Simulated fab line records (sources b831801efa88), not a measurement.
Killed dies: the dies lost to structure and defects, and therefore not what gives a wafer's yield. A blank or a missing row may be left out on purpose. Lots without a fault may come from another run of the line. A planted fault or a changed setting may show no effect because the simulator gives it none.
fab line records / flow sky130
record: lots: 6 wafers: 18 last_day: 50
route steps=708 shown LDD_HVP@287 LDD_LDN@289 PAD_OPEN@708
lots that met no fault: from a run of the same line without faults
start_h: hours from the record's first day to the start of the lot's first wafer shown / wait_h: how many hours have passed since the lot's step before this one / " the same as in the row above / L1.1+2: a single row standing in for several wafers / - no value, or no start given / * or withheld: withheld / < > ~ a bound
route shown NAME@n: a module of which the file shows steps, and the number in the route of the first / usual: mean and standard deviation over wafers with no fault / same: alike in all rows / chamber/n: place in a boat / sites: each site's reading / _std_site: their standard deviation / _edge_site: outer sites' mean less inner sites' / radius_mm: how far each site lies from the wafer's centre / mask NAME#n: copy n / behind: the tool/chamber that last shaped the wafer / hold: what put the lot on hold/how long, in hours/how the hold closed / device: the n, p or np transistor that did not switch / end of line: the same wafers' tests at the end of the route / where a step has no rows: the recipe by itself / killed: dies that structure and defects cost at the first sort, which is not the same as the wafer's yield / map: per-die view of a wafer (x killed, . not killed, _ where there is no die)
set.NAME: the run value of the setting; set.NAME@STEP: its run value at that earlier step / model.NAME: the simulator's own value behind a step, which no gauge read
a table for each step, a row for each wafer; lots at some steps of the route
services: from which hour (start_h, from the record's first day; less than 0 if before it) a tool's chamber was out of use, for how many hours, and why
== steps ==
step: SKY_LDD_HVP_STRIP_09
recipe: chemistry: O2/N2 power_w: 1400 pressure_mtorr: 1500 platen_temp_c: withheld o2_flow_sccm: 3000 n2_flow_sccm: 300 overash_fraction: 0.5
usual: drypump_motor_current_A: 5.3/0.34 oes_product_au: 0.409/0.0048 strip_time_to_endpoint_s: 4.127/0.016
lot.wafer=L742.1 tool=plasma_asher-03 chamber=0 start_h=574.65 wait_h=0.1 drypump_motor_current_A=5.2 oes_product_au=0.415 rf_hours_counter_h=14 strip_time_to_endpoint_s=4.128
lot.wafer=L742.2 tool=plasma_asher-03 chamber=1 start_h=574.65 wait_h=0.1 drypump_motor_current_A=5.3 oes_product_au=0.410 rf_hours_counter_h=14 strip_time_to_endpoint_s=4.129
lot.wafer=L742.3 tool=plasma_asher-03 chamber=1 start_h=574.65 wait_h=0.1 drypump_motor_current_A=5.3 oes_product_au=0.402 rf_hours_counter_h=- strip_time_to_endpoint_s=4.137
lot.wafer=L744.3 tool=plasma_asher-04 chamber=1 start_h=589.26 wait_h=0.1 drypump_motor_current_A=5.3 oes_product_au=0.403 rf_hours_counter_h=- strip_time_to_endpoint_s=4.103
lot.wafer=L744.4 tool=plasma_asher-04 chamber=0 start_h=589.26 wait_h=0.1 drypump_motor_current_A=5.6 oes_product_au=0.409 rf_hours_counter_h=- strip_time_to_endpoint_s=4.107
lot.wafer=L744.5 tool=plasma_asher-04 chamber=0 start_h=589.26 wait_h=0.1 drypump_motor_current_A=5.5 oes_product_au=0.417 rf_hours_counter_h=- strip_time_to_endpoint_s=4.127
lot.wafer=L748.2 tool=plasma_asher-01 chamber=1 start_h=621.65 wait_h=0.1 drypump_motor_current_A=4.7 oes_product_au=0.408 rf_hours_counter_h=95 strip_time_to_endpoint_s=4.099
lot.wafer=L748.5 tool=plasma_asher-01 chamber=0 start_h=621.65 wait_h=0.1 drypump_motor_current_A=5.9 oes_product_au=0.406 rf_hours_counter_h=- strip_time_to_endpoint_s=4.104
lot.wafer=L748.6 tool=plasma_asher-01 chamber=1 start_h=621.65 wait_h=0.1 drypump_motor_current_A=4.7 oes_product_au=0.406 rf_hours_counter_h=- strip_time_to_endpoint_s=4.113
lot.wafer=L749.1 tool=plasma_asher-01 chamber=0 start_h=625.28 wait_h=0.1 drypump_motor_current_A=5.8 oes_product_au=0.408 rf_hours_counter_h=95 strip_time_to_endpoint_s=4.145
lot.wafer=L749.4 tool=plasma_asher-01 chamber=1 start_h=625.28 wait_h=0.1 drypump_motor_current_A=4.8 oes_product_au=0.409 rf_hours_counter_h=- strip_time_to_endpoint_s=4.141
lot.wafer=L749.5 tool=plasma_asher-01 chamber=1 start_h=625.28 wait_h=0.1 drypump_motor_current_A=4.8 oes_product_au=0.413 rf_hours_counter_h=- strip_time_to_endpoint_s=4.169
lot.wafer=L750.3 tool=plasma_asher-01 chamber=0 start_h=634.33 wait_h=0.1 drypump_motor_current_A=5.9 oes_product_au=0.413 rf_hours_counter_h=- strip_time_to_endpoint_s=4.151
lot.wafer=L750.4 tool=plasma_asher-01 chamber=1 start_h=634.33 wait_h=0.1 drypump_motor_current_A=4.7 oes_product_au=0.420 rf_hours_counter_h=- strip_time_to_endpoint_s=4.135
lot.wafer=L750.5 tool=plasma_asher-01 chamber=1 start_h=634.33 wait_h=0.1 drypump_motor_current_A=4.7 oes_product_au=0.407 rf_hours_counter_h=- strip_time_to_endpoint_s=4.142
lot.wafer=L757.3 tool=plasma_asher-03 chamber=1 start_h=688.27 wait_h=0.1 drypump_motor_current_A=5.3 oes_product_au=0.408 rf_hours_counter_h=- strip_time_to_endpoint_s=4.148
lot.wafer=L757.5 tool=plasma_asher-03 chamber=1 start_h=688.27 wait_h=0.1 drypump_motor_current_A=5.3 oes_product_au=0.416 rf_hours_counter_h=- strip_time_to_endpoint_s=4.160
lot.wafer=L757.6 tool=plasma_asher-03 chamber=0 start_h=688.27 wait_h=0.1 drypump_motor_current_A=5.2 oes_product_au=0.417 rf_hours_counter_h=- strip_time_to_endpoint_s=4.131
step: SKY_LDD_HVP_TW_MEAS_10
usual: LDD_HVP_TW: 457.6/2.1
lot.wafer=L742.1 tool=film_metro-02 chamber=- start_h=574.75 wait_h=0.1 LDD_HVP_TW=460.3
lot.wafer=L742.2 tool=film_metro-02 chamber=- start_h=574.75 wait_h=0.1 LDD_HVP_TW=458.5
lot.wafer=L742.3 tool=film_metro-02 chamber=- start_h=574.75 wait_h=0.1 LDD_HVP_TW=460.5
lot.wafer=L744.3 tool=film_metro-03 chamber=- start_h=589.35 wait_h=0.1 LDD_HVP_TW=454.8
lot.wafer=L744.4 tool=film_metro-03 chamber=- start_h=589.35 wait_h=0.1 LDD_HVP_TW=457.1
lot.wafer=L744.5 tool=film_metro-03 chamber=- start_h=589.35 wait_h=0.1 LDD_HVP_TW=454.9
lot.wafer=L748.2 tool=film_metro-03 chamber=- start_h=621.76 wait_h=0.1 LDD_HVP_TW=458.1
lot.wafer=L748.5 tool=film_metro-03 chamber=- start_h=621.76 wait_h=0.1 LDD_HVP_TW=456.3
lot.wafer=L748.6 tool=film_metro-03 chamber=- start_h=621.76 wait_h=0.1 LDD_HVP_TW=457.7
lot.wafer=L749.1 tool=film_metro-03 chamber=- start_h=625.38 wait_h=0.1 LDD_HVP_TW=459.0
lot.wafer=L749.4 tool=film_metro-03 chamber=- start_h=625.38 wait_h=0.1 LDD_HVP_TW=456.6
lot.wafer=L749.5 tool=film_metro-03 chamber=- start_h=625.38 wait_h=0.1 LDD_HVP_TW=455.1
lot.wafer=L750.3 tool=film_metro-04 chamber=- start_h=634.42 wait_h=0.1 LDD_HVP_TW=455.3
lot.wafer=L750.4 tool=film_metro-04 chamber=- start_h=634.42 wait_h=0.1 LDD_HVP_TW=454.6
lot.wafer=L750.5 tool=film_metro-04 chamber=- start_h=634.42 wait_h=0.1 LDD_HVP_TW=454.8
lot.wafer=L757.3 tool=film_metro-04 chamber=- start_h=688.36 wait_h=0.1 LDD_HVP_TW=456.7
lot.wafer=L757.5 tool=film_metro-04 chamber=- start_h=688.36 wait_h=0.1 LDD_HVP_TW=456.0
lot.wafer=L757.6 tool=film_metro-04 chamber=- start_h=688.36 wait_h=0.1 LDD_HVP_TW=457.7
step: SKY_LDD_LDN_DEHYDRATE_00
recipe: temp_c: 200 time_s: 60
step: SKY_LDD_LDN_HMDS_01
recipe: prime_time_s: 60 prime_temp_c: 120
step: SKY_LDD_LDN_COAT_02
recipe: resist: NOVOLAK spin_rpm: 3000 resist_thk_nm: 1140
step: SKY_LDD_LDN_SOFTBAKE_03
recipe: temp_c: 90 time_s: 60 resist: NOVOLAK
step: SKY_LDD_LDN_EXPOSE_04
recipe: mask_id: LDNTM na: 0.6 source_shape: conventional sigma_outer: 0.6 polarization: unpolarized target_cd_nm: 700 dose_mj: 140
step: SKY_LDD_LDN_PEB_05
recipe: temp_c: withheld time_s: * resist: NOVOLAK
step: SKY_LDD_LDN_DEVELOP_06
recipe: resist: NOVOLAK developer: TMAH develop_time_s: 60 dev_temp_c: 23
step: SKY_LDD_LDN_OVL_MEAS_07
usual: LDD_LDN_OVL: -0.1/1.2
lot.wafer=L742.1 tool=overlay-01 chamber=- start_h=604.49 wait_h=0.1 LDD_LDN_OVL[nm]=0.4
lot.wafer=L742.2 tool=overlay-01 chamber=- start_h=604.49 wait_h=0.1 LDD_LDN_OVL[nm]=1.4
lot.wafer=L742.3 tool=overlay-01 chamber=- start_h=604.49 wait_h=0.1 LDD_LDN_OVL[nm]=1.1
lot.wafer=L744.3 tool=overlay-02 chamber=- start_h=618.39 wait_h=0.1 LDD_LDN_OVL[nm]=-2.2
lot.wafer=L744.4 tool=overlay-02 chamber=- start_h=618.39 wait_h=0.1 LDD_LDN_OVL[nm]=-2.4
lot.wafer=L744.5 tool=overlay-02 chamber=- start_h=618.39 wait_h=0.1 LDD_LDN_OVL[nm]=-2.4
lot.wafer=L748.2 tool=overlay-02 chamber=- start_h=651.29 wait_h=0.1 LDD_LDN_OVL[nm]=1.0
lot.wafer=L748.5 tool=overlay-02 chamber=- start_h=651.29 wait_h=0.1 LDD_LDN_OVL[nm]=0.0
lot.wafer=L748.6 tool=overlay-02 chamber=- start_h=651.29 wait_h=0.1 LDD_LDN_OVL[nm]=0.6
lot.wafer=L749.1 tool=overlay-02 chamber=- start_h=654.94 wait_h=0.1 LDD_LDN_OVL[nm]=-1.5
lot.wafer=L749.4 tool=overlay-02 chamber=- start_h=654.94 wait_h=0.1 LDD_LDN_OVL[nm]=-2.1
lot.wafer=L749.5 tool=overlay-02 chamber=- start_h=654.94 wait_h=0.1 LDD_LDN_OVL[nm]=-2.2
lot.wafer=L750.3 tool=overlay-02 chamber=- start_h=664.00 wait_h=0.1 LDD_LDN_OVL[nm]=0.3
lot.wafer=L750.4 tool=overlay-02 chamber=- start_h=664.00 wait_h=0.1 LDD_LDN_OVL[nm]=-1.2
lot.wafer=L750.5 tool=overlay-02 chamber=- start_h=664.00 wait_h=0.1 LDD_LDN_OVL[nm]=-0.9
lot.wafer=L757.3 tool=overlay-02 chamber=- start_h=716.60 wait_h=0.1 LDD_LDN_OVL[nm]=-2.1
lot.wafer=L757.5 tool=overlay-02 chamber=- start_h=716.60 wait_h=0.1 LDD_LDN_OVL[nm]=-1.0
lot.wafer=L757.6 tool=overlay-02 chamber=- start_h=716.60 wait_h=0.1 LDD_LDN_OVL[nm]=-0.9
step: SKY_LDD_LDN_IMPLANT_08
recipe: species: As energy_kev: 15 dose_cm2: 1.25e+13 tilt_deg: withheld rotation_deg: 23
step: SKY_LDD_LDN_IMPLANT_09
recipe: species: As energy_kev: 15 dose_cm2: 1.25e+13 tilt_deg: withheld rotation_deg: 113
step: SKY_LDD_LDN_IMPLANT_10
recipe: species: As energy_kev: 15 dose_cm2: 1.25e+13 tilt_deg: withheld rotation_deg: 203
usual: beam_energy_keV: 15.000/0.0047
lot.wafer=L742.1 tool=implanter-02 chamber=0 start_h=604.83 wait_h=0.1 beam_energy_keV=14.996 model.implant.drp_nm=5.933
lot.wafer=L742.2 tool=implanter-02 chamber=0 start_h=604.83 wait_h=0.1 beam_energy_keV=15.003 model.implant.drp_nm=5.933
lot.wafer=L742.3 tool=implanter-02 chamber=0 start_h=604.83 wait_h=0.1 beam_energy_keV=14.993 model.implant.drp_nm=5.933
lot.wafer=L744.3 tool=implanter-01 chamber=0 start_h=618.77 wait_h=0.1 beam_energy_keV=15.002 model.implant.drp_nm=5.933
lot.wafer=L744.4 tool=implanter-01 chamber=0 start_h=618.77 wait_h=0.1 beam_energy_keV=15.002 model.implant.drp_nm=5.933
lot.wafer=L744.5 tool=implanter-01 chamber=0 start_h=618.77 wait_h=0.1 beam_energy_keV=15.003 model.implant.drp_nm=5.933
lot.wafer=L748.2 tool=implanter-02 chamber=0 start_h=651.64 wait_h=0.1 beam_energy_keV=15.000 model.implant.drp_nm=5.933
lot.wafer=L748.5 tool=implanter-02 chamber=0 start_h=651.64 wait_h=0.1 beam_energy_keV=15.004 model.implant.drp_nm=5.933
lot.wafer=L748.6 tool=implanter-02 chamber=0 start_h=651.64 wait_h=0.1 beam_energy_keV=15.000 model.implant.drp_nm=5.933
lot.wafer=L749.1 tool=implanter-01 chamber=0 start_h=655.28 wait_h=0.1 beam_energy_keV=14.314 model.implant.drp_nm=5.745
lot.wafer=L749.4 tool=implanter-01 chamber=0 start_h=655.28 wait_h=0.1 beam_energy_keV=14.316 model.implant.drp_nm=5.745
lot.wafer=L749.5 tool=implanter-01 chamber=0 start_h=655.28 wait_h=0.1 beam_energy_keV=14.317 model.implant.drp_nm=5.745
lot.wafer=L750.3 tool=implanter-01 chamber=0 start_h=664.38 wait_h=0.1 beam_energy_keV=14.321 model.implant.drp_nm=5.745
lot.wafer=L750.4 tool=implanter-01 chamber=0 start_h=664.38 wait_h=0.1 beam_energy_keV=14.310 model.implant.drp_nm=5.745
lot.wafer=L750.5 tool=implanter-01 chamber=0 start_h=664.38 wait_h=0.1 beam_energy_keV=14.319 model.implant.drp_nm=5.745
lot.wafer=L757.3 tool=implanter-03 chamber=0 start_h=716.98 wait_h=0.1 beam_energy_keV=15.001 model.implant.drp_nm=5.933
lot.wafer=L757.5 tool=implanter-03 chamber=0 start_h=716.98 wait_h=0.1 beam_energy_keV=15.000 model.implant.drp_nm=5.933
lot.wafer=L757.6 tool=implanter-03 chamber=0 start_h=716.98 wait_h=0.1 beam_energy_keV=14.994 model.implant.drp_nm=5.933
step: SKY_LDD_LDN_IMPLANT_11
recipe: species: As energy_kev: 15 dose_cm2: 1.25e+13 tilt_deg: withheld rotation_deg: 293
step: SKY_PAD_OPEN_PROBE_99
usual: killed_at_M0_to_M3: 43/7.2 killed_at_M4_up: 3.1/1.8 killed_at_contacts: 24/5.4 killed_at_front_end: 15/4.4 killed_at_other: 0.4/0.56 killed_dies: 86/9.3 killed_open: 47/6.9 killed_short: 39/6.6
same: gross_dies: 492 killed_at_back_side: 0
lot.wafer=L750.3 tool=prober-01 chamber=- start_h=1178.25 wait_h=0.2 killed_at_M0_to_M3=52 killed_at_M4_up=3 killed_at_contacts=14 killed_at_front_end=12 killed_at_other=0 killed_dies=81 killed_open=37 killed_short=44
lot.wafer=L750.4 tool=prober-01 chamber=- start_h=1178.30 wait_h=0.2 killed_at_M0_to_M3=47 killed_at_M4_up=3 killed_at_contacts=29 killed_at_front_end=22 killed_at_other=0 killed_dies=101 killed_open=54 killed_short=47
lot.wafer=L750.5 tool=prober-01 chamber=- start_h=1178.35 wait_h=0.2 killed_at_M0_to_M3=29 killed_at_M4_up=1 killed_at_contacts=19 killed_at_front_end=19 killed_at_other=1 killed_dies=69 killed_open=42 killed_short=26
killed by level:class
L750.3 VIA1:geometric_particle:short=12 VIA1:geometric_particle:open=8 METAL2:geometric_particle:short=6 METAL3:geometric_particle:short=5 FIELD_ISO:geometric_particle:short=5 VIA3:geometric_particle:open=5 CONTACT:geometric_particle:open=5 VIA2:geometric_particle:open=5
L750.4 VIA1:geometric_particle:open=13 CONTACT:geometric_particle:open=12 VIA2:geometric_particle:open=8 METAL2:geometric_particle:short=7 VIA3:geometric_particle:open=7 FIELD_ISO:geometric_particle:short=6 CONTACT:geometric_particle:short=6 POLY_GATE:geometric_particle:short=5
L750.5 VIA1:geometric_particle:open=10 POLY_GATE:geometric_particle:short=8 VIA2:geometric_particle:open=6 CONTACT:geometric_particle:open=6 CONTACT:geometric_particle:short=5 LI_CONTACT:geometric_particle:open=4 POLY_GATE:geometric_particle:open=3 METAL1:geometric_particle:short=3
== services ==
tool=implanter-01 chamber=- start_h=564.82 hours=23.0 kind=pm
tool=implanter-03 chamber=- start_h=566.30 hours=1.8 kind=repair
tool=plasma_asher-04 chamber=- start_h=630.79 hours=3.5 kind=repair
tool=implanter-03 chamber=- start_h=649.47 hours=4.6 kind=pm
tool=plasma_asher-04 chamber=- start_h=653.67 hours=2.8 kind=pm
tool=plasma_asher-03 chamber=- start_h=658.47 hours=0.7 kind=repair
tool=implanter-02 chamber=- start_h=682.51 hours=5.3 kind=repair
tool=implanter-01 chamber=- start_h=693.51 hours=4.3 kind=pm
tool=implanter-02 chamber=- start_h=714.30 hours=4.3 kind=repair
== key ==
first_sign: step: SKY_LDD_LDN_IMPLANT_10 reading: beam_energy_keV direction: down sigmas: 99+ usual: * struck: *
effect none on later readings
model_effect: step: SKY_LDD_LDN_IMPLANT_10 value: implant.drp_nm without: 5.933 struck: 5.745
met_at SKY_LDD_LDN_IMPLANT_10
struck_wafers L749.1,L749.4,L749.5,L750.3,L750.4,L750.5
tester_left_out L749,L750
onset_between 618.77 655.28
fault: kind: process_parameter_drift tool: implanter-01 chamber: - onset_h: 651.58 steps: SKY_LDD_LDN_IMPLANT_10 channel: energy_kev offset: * shape: step end_h: 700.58 acts_in: * stated: *
tester_left_out: of these lots the tester's yield and bins aren't shown, on N5 and GAA mostly nor the transistor test; their killed dies are dies lost to structure and defects alone, not to doping, threshold or leakage, so they don't give the yield
